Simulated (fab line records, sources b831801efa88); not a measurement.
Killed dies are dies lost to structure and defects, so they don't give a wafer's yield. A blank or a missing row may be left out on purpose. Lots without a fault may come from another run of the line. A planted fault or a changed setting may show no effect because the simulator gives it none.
fab line records | flow sky130
record lots=6 wafers=18 last_day=50
route steps=708 shown LDD_N@249 LDD_P@255 PAD_OPEN@708
lots that met no fault: from a run of the same line without faults
start_h: hours from the record's first day to the start of the lot's first wafer shown | wait_h: hours since the lot's step before | " the same as in the row above | L1.1+2: a row that stands for several wafers | - no value, or no start given | * or withheld: withheld | < > ~ a bound
route shown NAME@n: a module of which the file shows steps, and the number in the route of the first | usual: mean/standard deviation of fault-free wafers | same: alike in all rows | chamber/n: place in a boat | sites: the reading at each site | _std_site: their standard deviation | _edge_site: outer sites' mean less inner sites' | radius_mm: how far each site lies from the wafer's centre | mask NAME#n: copy n | behind: the tool/chamber that last shaped the wafer | hold: why the lot was held/for how many hours/how that ended | device: the transistor (n, p or np) that didn't switch | end of line: the same wafers' tests at the end of the route | a step without rows: its recipe alone | killed: dies lost to structure and defects at the first sort, not the wafer's yield | map: a wafer's dies, x killed, . not, _ none there
set.NAME: the setting as run; set.NAME@STEP: as run at that earlier step | model.NAME: the simulator's own value behind a step, which no gauge read
lots at some steps of the route; a table a step, a row a wafer
services: from which hour (start_h, from the record's first day; less than 0 if before it) a tool's chamber was out of use, for how many hours, and why
## steps
# step SKY_LDD_N_IMPLANT_12
# recipe species=BF2 energy_kev=50 dose_cm2=5e+12 tilt_deg=30 rotation_deg=0
# step SKY_LDD_N_IMPLANT_13
# recipe species=BF2 energy_kev=50 dose_cm2=5e+12 tilt_deg=30 rotation_deg=90
# step SKY_LDD_N_IMPLANT_14
# recipe species=BF2 energy_kev=50 dose_cm2=5e+12 tilt_deg=30 rotation_deg=180
# step SKY_LDD_N_IMPLANT_15
# recipe species=BF2 energy_kev=50 dose_cm2=5e+12 tilt_deg=30 rotation_deg=270
# step SKY_LDD_N_STRIP_16
# recipe chemistry=O2/N2 power_w=1400 pressure_mtorr=1500 platen_temp_c=withheld o2_flow_sccm=3000 n2_flow_sccm=300 overash_fraction=0.5
# usual drypump_motor_current_A=5.72/0.28 oes_product_au=0.407/0.0043 strip_time_to_endpoint_s=4.313/0.014
# columns lot.wafer tool chamber start_h wait_h drypump_motor_current_A oes_product_au rf_hours_counter_h strip_time_to_endpoint_s
L669.1 plasma_asher-03 1 454.20 0.1 5.70 0.407 34 4.312
L669.4 " 0 " " 5.76 0.408 - 4.302
L669.5 " 1 " " 5.70 0.402 - 4.276
L670.1 plasma_asher-04 1 458.11 0.1 5.17 0.407 3 4.320
L670.3 " 0 " " 6.12 0.410 - 4.315
L670.5 " 0 " " 6.10 0.403 - 4.308
L678.2 plasma_asher-03 0 530.45 0.1 5.74 0.399 43 4.312
L678.5 " 0 " " 5.73 0.404 - 4.332
L678.6 " 1 " " 5.70 0.409 - 4.296
L679.2 plasma_asher-04 0 538.30 0.1 6.10 0.405 11 4.334
L679.3 " 1 " " 5.20 0.406 - 4.327
L679.4 " 0 " " 6.11 0.412 - 4.324
L684.2 plasma_asher-03 0 584.12 0.1 5.77 0.407 49 4.352
L684.4 " 1 " " 5.72 0.407 - 4.332
L684.5 " 1 " " 5.74 0.397 - 4.315
L685.1 plasma_asher-03 1 586.57 0.1 5.70 0.411 49 4.316
L685.4 " 0 " " 5.77 0.415 - 4.293
L685.6 " 0 " " 5.77 0.409 - 4.304
# step SKY_LDD_N_TW_MEAS_17
# usual LDD_N_TW=2596/13
# columns lot.wafer tool chamber start_h wait_h LDD_N_TW
L669.1 film_metro-03 - 454.30 0.1 2584
L669.4 " - " " 2601
L669.5 " - " " 2593
L670.1 film_metro-03 - 458.21 0.1 2585
L670.3 " - " " 2566
L670.5 " - " " 2566
L678.2 film_metro-03 - 530.56 0.1 2589
L678.5 " - " " 2588
L678.6 " - " " 2597
L679.2 film_metro-02 - 538.41 0.1 2597
L679.3 " - " " 2599
L679.4 " - " " 2608
L684.2 film_metro-03 - 584.23 0.1 2598
L684.4 " - " " 2592
L684.5 " - " " 2581
L685.1 film_metro-03 - 586.67 0.1 2601
L685.4 " - " " 2581
L685.6 " - " " 2581
# step SKY_LDD_P_DEHYDRATE_00
# recipe temp_c=200 time_s=60
# step SKY_LDD_P_HMDS_01
# recipe prime_time_s=60 prime_temp_c=120
# step SKY_LDD_P_COAT_02
# recipe resist=NOVOLAK spin_rpm=3000 resist_thk_nm=1140
# step SKY_LDD_P_SOFTBAKE_03
# recipe temp_c=90 time_s=60 resist=NOVOLAK
# step SKY_LDD_P_EXPOSE_04
# recipe mask_id=PSDM na=0.6 source_shape=conventional sigma_outer=0.6 polarization=unpolarized target_cd_nm=380 dose_mj=138
# step SKY_LDD_P_PEB_05
# recipe temp_c=withheld time_s=* resist=NOVOLAK
# step SKY_LDD_P_DEVELOP_06
# recipe resist=NOVOLAK developer=TMAH develop_time_s=60 dev_temp_c=23
# usual exhaust_pa=44.8/1
# columns lot.wafer tool chamber start_h wait_h exhaust_pa
L669.1 litho_track-03 0 485.11 0.1 46.7
L669.4 " 0 " " 46.2
L669.5 " 0 " " 46.2
L670.1 litho_track-02 0 489.27 0.1 44.5
L670.3 " 0 " " 45.6
L670.5 " 0 " " 44.5
L678.2 litho_track-03 0 560.94 0.1 43.1
L678.5 " 0 " " 43.9
L678.6 " 0 " " 42.6
L679.2 litho_track-03 0 568.74 0.1 45.9
L679.3 " 0 " " 47.0
L679.4 " 0 " " 45.0
L684.2 litho_track-01 0 613.07 0.1 45.5
L684.4 " 0 " " 45.2
L684.5 " 0 " " 45.8
L685.1 litho_track-02 0 615.02 0.1 45.4
L685.4 " 0 " " 44.5
L685.6 " 0 " " 44.5
# step SKY_LDD_P_CD_MEAS_07
# recipe target_cd_nm=380
# usual cd_nm=380.2/2.3
# columns lot.wafer tool chamber start_h wait_h cd_nm
L669.1 cd_sem-01 - 485.26 0.1 380.0
L669.4 " - " " 377.5
L669.5 " - " " 377.6
L670.1 cd_sem-02 - 489.42 0.1 380.5
L670.3 " - " " 381.4
L670.5 " - " " 382.0
L678.2 cd_sem-01 - 561.08 0.1 302.5
L678.5 " - " " 303.5
L678.6 " - " " 381.0
L679.2 cd_sem-02 - 568.88 0.1 306.6
L679.3 " - " " 384.3
L679.4 " - " " 382.3
L684.2 cd_sem-01 - 613.22 0.1 379.8
L684.4 " - " " 381.0
L684.5 " - " " 381.5
L685.1 cd_sem-02 - 615.17 0.1 378.1
L685.4 " - " " 379.7
L685.6 " - " " 376.7
# step SKY_LDD_P_OVL_MEAS_08
# usual LDD_P_OVL=-0.1/1.4
# columns lot.wafer tool chamber start_h wait_h LDD_P_OVL[nm]
L669.1 overlay-01 - 485.38 0.1 2.3
L669.4 " - " " 0.0
L669.5 " - " " 0.2
L670.1 overlay-02 - 489.54 0.1 -1.7
L670.3 " - " " -1.4
L670.5 " - " " -3.2
L678.2 overlay-02 - 561.19 0.1 1.1
L678.5 " - " " -0.3
L678.6 " - " " 0.3
L679.2 overlay-02 - 568.99 0.1 0.0
L679.3 " - " " 1.0
L679.4 " - " " 2.1
L684.2 overlay-01 - 613.32 0.1 -0.4
L684.4 " - " " -0.8
L684.5 " - " " -0.3
L685.1 overlay-01 - 615.29 0.1 1.8
L685.4 " - " " 2.9
L685.6 " - " " 2.9
# step SKY_PAD_OPEN_PROBE_99
# usual killed_at_M0_to_M3=42/7.4 killed_at_M4_up=3.4/1.8 killed_at_contacts=25/5.4 killed_at_front_end=15/4.4 killed_at_other=0.2/0.52 killed_dies=86/9.3 killed_open=47/7.6 killed_short=39/6.5
# same gross_dies=492 killed_at_back_side=0
# columns lot.wafer tool chamber start_h wait_h killed_at_M0_to_M3 killed_at_M4_up killed_at_contacts killed_at_front_end killed_at_other killed_dies killed_open killed_short
L678.5 prober-01 - 1160.67 0.2 38 6 27 15 0 86 47 39
# killed by level:class
L678.5 VIA3:geometric_particle:open=11 LI_CONTACT:geometric_particle:open=10 LOCAL_INTERCONNECT:geometric_particle:short=7 METAL2:geometric_particle:short=6 VIA2:geometric_particle:open=6 POLY_GATE:geometric_particle:short=4 LI_CONTACT:geometric_particle:short=4 CONTACT:geometric_particle:open=4
## services
# columns tool chamber start_h hours kind
plasma_asher-04 0 430.25 - clean
plasma_asher-04 1 430.25 - clean
plasma_asher-04 - 507.15 6.7 repair
## key
first_sign step=SKY_LDD_P_CD_MEAS_07 reading=cd_nm direction=down sigmas=34 usual=380.2 struck=304.2
effect none on later readings
met_at SKY_LDD_P_DEVELOP_06
struck_wafers L678.2,L678.5,L679.2
tester_left_out L678,L679
onset_between 485.11 560.94
fault kind=process_parameter_drift tool=litho_track-03 chamber=- onset_h=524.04 steps=SKY_LDD_P_DEVELOP_06 channel=develop_time_s offset=* shape=step end_h=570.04 scope=struck_wafers_only acts_in=* stated=*
# tester_left_out: of these lots the tester's yield and bins aren't shown, on N5 and GAA mostly nor the transistor test; their killed dies are dies lost to structure and defects alone, not to doping, threshold or leakage, so they don't give the yield
